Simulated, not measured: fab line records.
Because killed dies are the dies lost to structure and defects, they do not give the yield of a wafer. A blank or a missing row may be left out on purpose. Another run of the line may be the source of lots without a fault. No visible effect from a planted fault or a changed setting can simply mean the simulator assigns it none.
fab line records	flow sky130
record: lots: 5	wafers: 15	lastDay: 50
route steps=708 shown METAL5@678 PASSIVATION@681 PAD_OPEN@694
lots with no fault: from the same line, run without faults
startH: hours from the record's opening day to when the first of the lot's shown wafers began	waitH: hours from the lot's prior step to this one	" repeats the value in the row above	L1.1+2: several wafers, shown together as one row	- either no value or no given start	* or withheld: withheld	< > ~ a bound
route shown NAME@n: NAME is a module with steps in the file, n the number in the route of the first one	usual: mean/standard deviation taken from wafers without a fault	same: alike in all rows	chamber/n: place in a boat	sites: each site's reading	_std_site: how widely they spread, as a standard deviation	_edge_site: mean of outer sites minus mean of inner sites	radiusMm: for every site, how far away it sits from the centre of the wafer	mask NAME#n: copy n	behind: the last tool/chamber to shape the wafer	hold: why the lot went on hold/how many hours it stayed there/how the hold came to an end	device: the n, p or np transistor that did not switch	end of line: the tests these same wafers got at the end of their route	where a step has no rows: the recipe by itself	killed: at the first sort, the dies lost to defects and structure; wafer yield is something else	map: a wafer's dies, marking killed ones x, the rest . and places with no die _
set.NAME: the setting as run; set.NAME@STEP: as run at that earlier step	model.NAME: the simulator's own value behind a step, which no gauge read
lots at some steps of the route; a table a step, a row a wafer
services: when a tool's chamber went out of use (startH, in hours from the record's first day, below 0 if earlier), for how many hours, and the reason
== steps ==
step: SKY_METAL5_STRIP_17
recipe: chemistry: postEtchResidueRemover	timeS: 1200	tempC: 72.5
usual: bathGuardTempC: 72.5/0.48	bathHeatDutyPct: 14.1/1.4
lot.wafer	tool	chamber	startH	waitH	bathGuardTempC	bathHeatDutyPct
L074.1	wetBench-01	3	1027.79	0.1	71.9	12.5
L074.2	"	3	"	"	72.5	13.0
L074.3	"	3	"	"	72.1	12.5
L078.1	wetBench-01	3	1052.05	0.1	72.6	13.2
L078.3	"	3	"	"	72.4	12.8
L078.6	"	3	"	"	72.4	13.8
L082.1	wetBench-01	3	1086.19	0.1	71.9	12.4
L082.2	"	3	"	"	72.4	12.7
L082.5	"	3	"	"	72.1	12.8
L093.1	wetBench-02	2	1142.25	0.1	72.9	15.2
L093.3	"	2	"	"	72.7	15.3
L093.6	"	2	"	"	72.8	15.8
L095.1	wetBench-01	1	1155.17	0.1	72.7	14.5
L095.2	"	1	"	"	73.0	16.1
L095.3	"	1	"	"	73.1	15.5
step: SKY_METAL5_CLEAN_18
recipe: chemistry: IPA	timeS: 180	tempC: 25
usual: bathHeatDutyPct: 6.3/0.71
lot.wafer	tool	chamber	startH	waitH	bathHeatDutyPct
L074.1	wetBench-04	2	1028.13	0.0	6.3
L074.2	"	2	"	"	5.7
L074.3	"	2	"	"	5.6
L078.1	wetBench-04	2	1052.39	0.0	7.1
L078.3	"	2	"	"	6.7
L078.6	"	2	"	"	6.3
L082.1	wetBench-04	1	1086.56	0.0	6.3
L082.2	"	1	"	"	7.0
L082.5	"	1	"	"	7.3
L093.1	wetBench-02	0	1142.59	0.0	5.7
L093.3	"	0	"	"	5.0
L093.6	"	0	"	"	6.5
L095.1	wetBench-02	0	1155.51	0.0	5.9
L095.2	"	0	"	"	6.1
L095.3	"	0	"	"	5.0
step: SKY_METAL5_CLEAN_19
recipe: chemistry: O3/DIW	dry: n2Spin
lot.wafer	tool	chamber	startH	waitH
L074.1+2+3	wetBench-02	2	1028.20	0.0
L078.1+3+6	wetBench-04	0	1052.46	0.0
L082.1+2+5	wetBench-04	2	1086.63	0.0
L093.1+3+6	wetBench-02	0	1142.65	0.0
L095.1+2+3	wetBench-01	2	1155.57	0.0
step: SKY_PASSIVATION_CVD_00
recipe: material: SiO2	targetThkNm: 90	tempC: 400	timeS: withheld	rfW: 600
usual: heaterPowerW: 643/98	susceptorTempC: 399.99/0.22
lot.wafer	tool	chamber	startH	waitH	heaterPowerW	susceptorTempC
L074.1	pecvd-02	0	1028.30	0.0	783	400.29
L074.2	"	2	"	"	461	399.92
L074.3	"	1	"	"	611	400.21
L078.1	pecvd-03	2	1052.57	0.0	589	400.04
L078.3	"	0	"	"	791	400.01
L078.6	"	0	"	"	825	400.26
L082.1	pecvd-02	2	1086.73	0.0	449	399.93
L082.2	"	1	"	"	779	400.01
L082.5	"	1	"	"	763	399.90
L093.1	pecvd-01	1	1142.74	0.0	684	399.75
L093.3	"	0	"	"	530	400.00
L093.6	"	2	"	"	722	399.74
L095.1	pecvd-02	1	1155.66	0.0	666	399.91
L095.2	"	0	"	"	782	399.81
L095.3	"	2	"	"	544	400.04
step: SKY_PASSIVATION_THK_MEAS_01
recipe: reads: SiO2_of_PASSIVATION_CVD_00
usual: PASSIVATION_CVD_00_THK: 90.1/1
lot.wafer	tool	chamber	startH	waitH	PASSIVATION_CVD_00_THK[nm]
L074.1	filmMetro-04	-	1028.32	-	90.3
L074.2	"	-	"	"	90.7
L074.3	"	-	"	"	90.7
L078.1	filmMetro-01	-	1052.59	-	90.5
L078.3	"	-	"	"	89.5
L078.6	"	-	"	"	90.9
L082.1	filmMetro-03	-	1086.75	-	88.9
L082.2	"	-	"	"	88.6
L082.5	"	-	"	"	90.4
L093.1	filmMetro-01	-	1142.76	-	88.9
L093.3	"	-	"	"	89.2
L093.6	"	-	"	"	91.8
L095.1	filmMetro-03	-	1155.68	-	90.2
L095.2	"	-	"	"	90.2
L095.3	"	-	"	"	90.2
step: SKY_PASSIVATION_CVD_02
recipe: material: Si3N4	targetThkNm: 540	tempC: 400	timeS: withheld	rfW: 450
usual: heaterPowerW: 699/98	susceptorTempC: 399.99/0.23
lot.wafer	tool	chamber	startH	waitH	heaterPowerW	susceptorTempC
L074.1	pecvd-01	2	1028.38	0.1	813	399.82
L074.2	"	1	"	"	785	399.97
L074.3	"	0	"	"	621	400.00
L078.1	pecvd-01	2	1052.65	0.1	831	399.69
L078.3	"	0	"	"	530	399.97
L078.6	"	0	"	"	566	399.70
L082.1	pecvd-01	0	1086.81	0.1	599	400.14
L082.2	"	2	"	"	784	399.85
L082.5	"	0	"	"	643	399.73
L093.1	pecvd-02	1	1142.82	0.1	709	400.31
L093.3	"	2	"	"	530	399.86
L093.6	"	1	"	"	734	399.99
L095.1	pecvd-03	0	1155.74	0.1	812	399.95
L095.2	"	1	"	"	667	400.18
L095.3	"	1	"	"	543	400.23
step: SKY_PASSIVATION_THK_MEAS_03
recipe: reads: Si3N4_of_PASSIVATION_CVD_02
usual: PASSIVATION_CVD_02_THK: 541/6.7
lot.wafer	tool	chamber	startH	waitH	PASSIVATION_CVD_02_THK[nm]
L074.1	filmMetro-04	-	1028.60	-	546
L074.2	"	-	"	"	539
L074.3	"	-	"	"	543
L078.1	filmMetro-04	-	1052.88	-	533
L078.3	"	-	"	"	530
L078.6	"	-	"	"	537
L082.1	filmMetro-03	-	1087.15	-	537
L082.2	"	-	"	"	539
L082.5	"	-	"	"	550
L093.1	filmMetro-03	-	1143.05	-	547
L093.3	"	-	"	"	544
L093.6	"	-	"	"	540
L095.1	filmMetro-03	-	1156.08	-	533
L095.2	"	-	"	"	539
L095.3	"	-	"	"	549
step: SKY_PASSIVATION_DEHYDRATE_04
recipe: tempC: 200	timeS: 60
lot.wafer	tool	chamber	startH	waitH
L074.1+2+3	lithoTrack-02	0	1039.27	10.7
L078.1+3+6	lithoTrack-03	0	1063.03	10.1
L082.1+2+5	lithoTrack-01	0	1096.47	9.3
L093.1+3+6	lithoTrack-02	0	1151.27	8.2
L095.1+2+3	lithoTrack-03	0	1164.48	8.4
step: SKY_PASSIVATION_HMDS_05
recipe: primeTimeS: 60	primeTempC: 120
lot.wafer	tool	chamber	startH	waitH
L074.1+2+3	lithoTrack-02	0	1039.42	0.1
L078.1+3+6	lithoTrack-03	0	1063.18	0.1
L082.1+2+5	lithoTrack-01	0	1096.62	0.1
L093.1+3+6	lithoTrack-02	0	1151.42	0.1
L095.1+2+3	lithoTrack-03	0	1164.63	0.1
step: SKY_PASSIVATION_COAT_06
recipe: spinRpm: 2000	resistThkNm: 3000
lot.wafer	tool	chamber	startH	waitH
L074.1+2+3	lithoTrack-02	0	1039.57	0.1
L078.1+3+6	lithoTrack-03	0	1063.33	0.1
L082.1+2+5	lithoTrack-01	0	1096.77	0.1
L093.1+3+6	lithoTrack-02	0	1151.57	0.1
L095.1+2+3	lithoTrack-03	0	1164.78	0.1
step: SKY_PASSIVATION_SOFTBAKE_07
recipe: tempC: 110	timeS: withheld
lot.wafer	tool	chamber	startH	waitH
L074.1+2+3	lithoTrack-02	0	1039.72	0.1
L078.1+3+6	lithoTrack-03	0	1063.48	0.1
L082.1+2+5	lithoTrack-01	0	1096.92	0.1
L093.1+3+6	lithoTrack-02	0	1151.72	0.1
L095.1+2+3	lithoTrack-03	0	1164.93	0.1
step: SKY_PASSIVATION_EXPOSE_08
recipe: maskId: NSM	targetCdNm: 3000	na: 0.57	doseMj: 260
lot.wafer	tool	chamber	startH	waitH	mask
L074.1+2+3	ilineStepper-01	0	-	-	NSM#0
L078.1+3+6	ilineStepper-01	0	-	-	NSM#0
L082.1+2+5	ilineStepper-02	0	-	-	NSM#0
L093.1+3+6	ilineStepper-01	0	-	-	NSM#0
L095.1+2+3	ilineStepper-01	0	-	-	NSM#0
step: SKY_PASSIVATION_PEB_09
recipe: tempC: 115	timeS: withheld
lot.wafer	tool	chamber	startH	waitH
L074.1+2+3	lithoTrack-03	0	-	-
L078.1+3+6	lithoTrack-01	0	-	-
L082.1+2+5	lithoTrack-02	0	-	-
L093.1+3+6	lithoTrack-01	0	-	-
L095.1+2+3	lithoTrack-01	0	-	-
step: SKY_PASSIVATION_DEVELOP_10
recipe: developTimeS: 60	devTempC: 23
lot.wafer	tool	chamber	startH	waitH
L074.1+2+3	lithoTrack-03	0	-	-
L078.1+3+6	lithoTrack-01	0	-	-
L082.1+2+5	lithoTrack-02	0	-	-
L093.1+3+6	lithoTrack-01	0	-	-
L095.1+2+3	lithoTrack-01	0	-	-
step: SKY_PASSIVATION_ETCH_11
recipe: chemistry: CF4/O2	targetDepthNm: 725	stopOn: AlCu	sourceW: 800	biasW: 150	pressureMtorr: 150	cf4FlowSccm: 80	O2_flow_sccm: 10	timeS: 161.1
usual: cf4FlowSccm: 79.99/0.22	drypumpMotorCurrentA: 5.8/0.46	oesProductAu: 0.979/0.0064	throttleValvePct: 5.964/0.0093
lot.wafer	tool	chamber	startH	waitH	cf4FlowSccm	drypumpMotorCurrentA	oesProductAu	rfHoursCounterH	throttleValvePct
L074.1	rieDiel-03	2	1050.58	-	79.78	6.0	0.981	11	5.956
L074.2	"	1	"	"	79.91	5.7	0.987	20	5.951
L074.3	"	3	"	"	80.21	5.9	0.975	10	5.970
L078.1	rieDiel-03	1	1073.47	-	79.99	5.7	0.976	21	5.958
L078.3	"	0	"	"	79.93	4.8	0.975	2	5.968
L078.6	"	3	"	"	79.98	5.9	0.983	-	5.962
L082.1	rieDiel-03	2	1107.27	-	80.56	6.0	0.978	13	5.967
L082.2	"	1	"	"	80.49	5.6	0.980	22	5.968
L082.5	"	0	"	"	80.10	4.8	0.982	-	5.961
L093.1	rieDiel-01	3	1160.87	-	79.95	6.4	0.973	13	5.964
L093.3	"	1	"	"	79.95	5.4	0.975	20	5.971
L093.6	"	3	"	"	80.12	6.4	0.973	-	5.962
L095.1	rieDiel-02	0	1173.17	-	80.01	6.0	0.968	14	5.965
L095.2	"	2	"	"	79.86	5.9	0.980	2	5.951
L095.3	"	3	"	"	80.07	6.1	0.987	15	5.974
step: SKY_PASSIVATION_STRIP_12
recipe: chemistry: O2/N2	powerW: 1400	pressureMtorr: 1500	platenTempC: withheld	overashFraction: 0.7	o2FlowSccm: 3000	n2FlowSccm: 300
usual: drypumpMotorCurrentA: 6.0/0.48	oesProductAu: 0.662/0.0046	stripTimeToEndpointS: 31.56/0.14
lot.wafer	tool	chamber	startH	waitH	drypumpMotorCurrentA	oesProductAu	rfHoursCounterH	stripTimeToEndpointS
L074.1	plasmaAsher-02	1	1050.69	0.1	5.4	0.662	31	31.43
L074.2	"	0	"	"	5.6	0.658	31	31.57
L074.3	"	0	"	"	5.6	0.661	-	31.63
L078.1	plasmaAsher-03	1	1073.58	0.1	5.9	0.654	91	31.64
L078.3	"	0	"	"	6.7	0.658	-	31.79
L078.6	"	1	"	"	5.9	0.668	-	31.72
L082.1	plasmaAsher-02	1	1107.37	0.1	5.4	0.658	37	31.34
L082.2	"	0	"	"	5.6	0.667	37	31.41
L082.5	"	1	"	"	5.4	0.666	-	31.57
L093.1	plasmaAsher-02	1	1160.98	0.1	5.4	0.663	43	31.73
L093.3	"	0	"	"	5.6	0.666	-	31.81
L093.6	"	1	"	"	5.4	0.664	-	31.73
L095.1	plasmaAsher-01	0	1173.28	0.1	6.6	0.670	72	31.53
L095.2	"	1	"	"	6.0	0.665	72	31.47
L095.3	"	0	"	"	6.6	0.655	-	31.39
step: SKY_PAD_OPEN_DEHYDRATE_00
recipe: tempC: 200	timeS: 60
lot.wafer	tool	chamber	startH	waitH
L074.1+2+3	lithoTrack-01	0	1060.37	9.7
L078.1+3+6	lithoTrack-02	0	1083.12	9.5
L082.1+2+5	lithoTrack-01	0	1116.52	9.1
L093.1+3+6	lithoTrack-04	0	1169.35	8.3
L095.1+2+3	lithoTrack-01	0	1180.97	7.7
step: SKY_PAD_OPEN_HMDS_01
recipe: primeTimeS: 60	primeTempC: 120
lot.wafer	tool	chamber	startH	waitH
L074.1+2+3	lithoTrack-01	0	1060.52	0.1
L078.1+3+6	lithoTrack-02	0	1083.27	0.1
L082.1+2+5	lithoTrack-01	0	1116.67	0.1
L093.1+3+6	lithoTrack-04	0	1169.50	0.1
L095.1+2+3	lithoTrack-01	0	1181.12	0.1
step: SKY_PAD_OPEN_COAT_02
recipe: spinRpm: 2000	resistThkNm: 3000
lot.wafer	tool	chamber	startH	waitH
L074.1+2+3	lithoTrack-01	0	1060.67	0.1
L078.1+3+6	lithoTrack-02	0	1083.42	0.1
L082.1+2+5	lithoTrack-01	0	1116.82	0.1
L093.1+3+6	lithoTrack-04	0	1169.65	0.1
L095.1+2+3	lithoTrack-01	0	1181.27	0.1
step: SKY_PAD_OPEN_SOFTBAKE_03
recipe: tempC: 110	timeS: withheld
lot.wafer	tool	chamber	startH	waitH
L074.1+2+3	lithoTrack-01	0	1060.82	0.1
L078.1+3+6	lithoTrack-02	0	1083.57	0.1
L082.1+2+5	lithoTrack-01	0	1116.97	0.1
L093.1+3+6	lithoTrack-04	0	1169.80	0.1
L095.1+2+3	lithoTrack-01	0	1181.42	0.1
step: SKY_PAD_OPEN_EXPOSE_04
recipe: maskId: PDM	targetCdNm: 60000	na: 0.57	doseMj: 260
lot.wafer	tool	chamber	startH	waitH	mask
L074.1+2+3	ilineStepper-02	0	-	-	PDM#0
L078.1+3+6	ilineStepper-02	0	-	-	PDM#0
L082.1+2+5	ilineStepper-02	0	-	-	PDM#0
L093.1+3+6	ilineStepper-01	0	-	-	PDM#0
L095.1+2+3	ilineStepper-01	0	-	-	PDM#0
step: SKY_PAD_OPEN_PEB_05
recipe: tempC: 115	timeS: withheld
lot.wafer	tool	chamber	startH	waitH
L074.1+2+3	lithoTrack-04	0	-	-
L078.1+3+6	lithoTrack-01	0	-	-
L082.1+2+5	lithoTrack-01	0	-	-
L093.1+3+6	lithoTrack-01	0	-	-
L095.1+2+3	lithoTrack-02	0	-	-
step: SKY_PAD_OPEN_DEVELOP_06
recipe: developTimeS: 60	devTempC: 23
lot.wafer	tool	chamber	startH	waitH
L074.1+2+3	lithoTrack-04	0	-	-
L078.1+3+6	lithoTrack-01	0	-	-
L082.1+2+5	lithoTrack-01	0	-	-
L093.1+3+6	lithoTrack-01	0	-	-
L095.1+2+3	lithoTrack-02	0	-	-
step: SKY_PAD_OPEN_ETCH_07
recipe: chemistry: CF4/O2	targetDepthNm: 725	stopOn: AlCu	sourceW: 800	biasW: 150	pressureMtorr: 150	cf4FlowSccm: 80	O2_flow_sccm: 10	timeS: 161.1
usual: cf4FlowSccm: 79.98/0.26	drypumpMotorCurrentA: 5.9/0.54	oesProductAu: 0.979/0.0073	throttleValvePct: 5.965/0.009
lot.wafer	tool	chamber	startH	waitH	cf4FlowSccm	drypumpMotorCurrentA	oesProductAu	rfHoursCounterH	throttleValvePct
L074.1	rieDiel-02	2	1071.40	-	80.15	5.9	0.987	26	5.973
L074.2	"	3	"	"	79.82	6.1	0.975	11	5.965
L074.3	"	1	"	"	80.11	5.2	0.983	13	5.974
L078.1	rieDiel-03	3	1093.72	-	80.19	5.8	0.967	11	5.982
L078.3	"	1	"	"	79.99	5.7	0.969	22	5.955
L078.6	"	3	"	"	80.13	5.9	0.972	-	5.960
L082.1	rieDiel-04	3	1126.27	-	79.89	6.7	0.970	15	5.966
L082.2	"	1	"	"	80.42	6.7	0.974	8	5.967
L082.5	"	1	"	"	80.14	6.7	0.990	-	5.966
L093.1	rieDiel-04	3	1178.27	-	79.77	6.7	0.976	17	5.981
L093.3	"	0	"	"	79.74	6.3	0.972	16	5.958
L093.6	"	1	"	"	80.13	6.7	0.985	-	5.967
L095.1	rieDiel-02	3	1189.32	-	80.59	6.1	0.980	16	5.957
L095.2	"	1	"	"	79.81	5.2	0.976	18	5.968
L095.3	"	2	"	"	79.87	5.9	0.987	3	5.968
step: SKY_PAD_OPEN_STRIP_08
recipe: chemistry: O2/N2	powerW: 1400	pressureMtorr: 1500	platenTempC: withheld	overashFraction: 0.7	o2FlowSccm: 3000	n2FlowSccm: 300
usual: drypumpMotorCurrentA: 5.8/0.6	oesProductAu: 0.662/0.0041
lot.wafer	tool	chamber	startH	waitH	drypumpMotorCurrentA	oesProductAu	rfHoursCounterH
L074.1	plasmaAsher-03	1	1071.50	0.1	5.9	0.664	91
L074.2	"	0	"	"	6.7	0.655	91
L074.3	"	0	"	"	6.7	0.660	-
L078.1	plasmaAsher-03	1	1093.83	0.1	5.9	0.669	93
L078.3	"	0	"	"	6.7	0.660	-
L078.6	"	1	"	"	5.9	0.658	-
L082.1	plasmaAsher-04	0	1126.38	0.1	5.0	0.658	6
L082.2	"	1	"	"	5.3	0.666	6
L082.5	"	0	"	"	5.0	0.658	-
L093.1	plasmaAsher-02	0	1178.38	0.1	5.6	0.658	44
L093.3	"	1	"	"	5.4	0.664	-
L093.6	"	0	"	"	5.6	0.665	-
L095.1	plasmaAsher-03	1	1189.42	0.1	5.9	0.657	102
L095.2	"	0	"	"	6.7	0.666	102
L095.3	"	0	"	"	6.7	0.659	-
step: SKY_PAD_OPEN_STRIP_09
recipe: chemistry: postEtchResidueRemover	timeS: 1200	tempC: 72.5
usual: bathGuardTempC: 72.5/0.51	bathHeatDutyPct: 14.2/1.4
lot.wafer	tool	chamber	startH	waitH	bathGuardTempC	bathHeatDutyPct
L074.1	wetBench-03	0	1071.60	0.1	72.4	15.6
L074.2	"	0	"	"	72.4	15.1
L074.3	"	0	"	"	72.3	14.8
L078.1	wetBench-03	2	1093.93	0.1	73.0	15.3
L078.3	"	2	"	"	73.1	15.7
L078.6	"	2	"	"	73.1	15.0
L082.1	wetBench-02	1	1126.48	0.1	71.6	16.5
L082.2	"	1	"	"	71.6	16.3
L082.5	"	1	"	"	71.5	17.5
L093.1	wetBench-01	2	1178.48	0.1	72.5	13.5
L093.3	"	2	"	"	72.4	13.4
L093.6	"	2	"	"	72.5	12.9
L095.1	wetBench-02	3	1189.52	0.1	73.5	13.6
L095.2	"	3	"	"	73.0	13.9
L095.3	"	3	"	"	73.1	13.8
step: SKY_PAD_OPEN_CLEAN_10
recipe: chemistry: IPA	timeS: 180	tempC: 25
usual: bathHeatDutyPct: 6.2/0.68
lot.wafer	tool	chamber	startH	waitH	bathHeatDutyPct
L074.1	wetBench-01	3	1071.95	0.0	5.6
L074.2	"	3	"	"	5.9
L074.3	"	3	"	"	5.4
L078.1	wetBench-02	2	1094.27	0.0	6.2
L078.3	"	2	"	"	7.1
L078.6	"	2	"	"	5.2
L082.1	wetBench-01	3	1127.27	0.1	6.1
L082.2	"	3	"	"	6.1
L082.5	"	3	"	"	5.2
L093.1	wetBench-03	0	1178.82	0.0	7.1
L093.3	"	0	"	"	5.9
L093.6	"	0	"	"	6.8
L095.1	wetBench-02	1	1189.90	0.0	6.3
L095.2	"	1	"	"	7.2
L095.3	"	1	"	"	7.9
step: SKY_PAD_OPEN_CLEAN_11
recipe: chemistry: O3/DIW	dry: n2Spin
lot.wafer	tool	chamber	startH	waitH
L074.1+2+3	wetBench-03	1	1072.00	0.0
L078.1+3+6	wetBench-03	1	1094.33	0.0
L082.1+2+5	wetBench-03	3	1127.36	0.0
L093.1+3+6	wetBench-03	1	1178.88	0.0
L095.1+2+3	wetBench-01	0	1189.96	0.0
step: SKY_PAD_OPEN_ANNEAL_12
recipe: tempC: 400	timeS: withheld	ambient: N2/H2	idleTempC: 300	rampUpCPerMin: 8	rampDownCPerMin: 4
usual: tubeCenterTempC: 400/0.038	zonePowerBottomPct: 6.4/1.1
lot.wafer	tool	chamber	startH	waitH	tubeCenterTempC	zonePowerBottomPct
L074.1	furnace-02	0	1072.10	0.0	399.98	7.6
L074.2	"	0	"	"	399.97	7.6
L074.3	"	0	"	"	399.97	7.6
L078.1	furnace-02	0	1094.42	0.0	400.05	7.5
L078.3	"	0	"	"	400.04	7.4
L078.6	"	0	"	"	399.98	7.6
L082.1	furnace-02	0	1127.46	0.0	399.97	7.6
L082.2	"	0	"	"	400.02	7.6
L082.5	"	0	"	"	400.05	7.6
L093.1	furnace-01	0	1178.97	0.0	400.05	5.3
L093.3	"	0	"	"	400	5.3
L093.6	"	0	"	"	399.98	5.4
L095.1	furnace-01	0	1190.05	0.0	399.99	5.3
L095.2	"	0	"	"	400.01	5.3
L095.3	"	0	"	"	399.94	5.3
step: SKY_PAD_OPEN_BOW_MEAS_13
recipe: mode: bow
usual: PAD_OPEN_BOW: 46/8.9
lot.wafer	tool	chamber	startH	waitH	PAD_OPEN_BOW[um]
L074.1	filmMetro-04	-	1073.60	-	46
L074.2	"	-	"	"	46
L074.3	"	-	"	"	55
L078.1	filmMetro-04	-	1095.92	-	61
L078.3	"	-	"	"	37
L078.6	"	-	"	"	47
L082.1	filmMetro-03	-	1128.96	-	43
L082.2	"	-	"	"	45
L082.5	"	-	"	"	42
L093.1	filmMetro-04	-	1180.47	-	33
L093.3	"	-	"	"	31
L093.6	"	-	"	"	36
L095.1	filmMetro-04	-	1191.55	-	49
L095.2	"	-	"	"	57
L095.3	"	-	"	"	46
== services ==
tool	chamber	startH	hours	kind
furnace-01	-	1003.99	1.9	pm
plasmaAsher-03	-	1012.13	1.5	repair
plasmaAsher-03	-	1021.01	2.1	repair
rieDiel-04	3	1024.89	8.0	repair
pecvd-01	-	1025.28	2.8	pm
rieDiel-04	1	1025.32	1.6	repair
rieDiel-03	0	1032.71	12.4	repair
furnace-01	-	1032.94	4.2	pm
pecvd-02	-	1034.79	1.7	repair
pecvd-02	2	1039.07	19.7	repair
furnace-02	-	1041.01	11.8	repair
rieDiel-02	2	1045.87	7.2	repair
furnace-02	-	1056.99	9.4	repair
rieDiel-02	2	1057.39	11.7	repair
furnace-02	-	1079.54	3.1	pm
rieDiel-03	-	1085.92	0.2	repair
rieDiel-02	0	1093.64	7.1	repair
ilineStepper-01	-	1097.24	5.5	repair
ilineStepper-01	-	1097.98	4.2	repair
ilineStepper-01	-	1102.76	4.4	pm
rieDiel-02	-	1105.98	2.8	pm
pecvd-02	-	1123.57	2.8	pm
pecvd-01	1	1148.89	2.3	repair
ilineStepper-01	-	1184.38	1.7	pm
== key ==
fault none
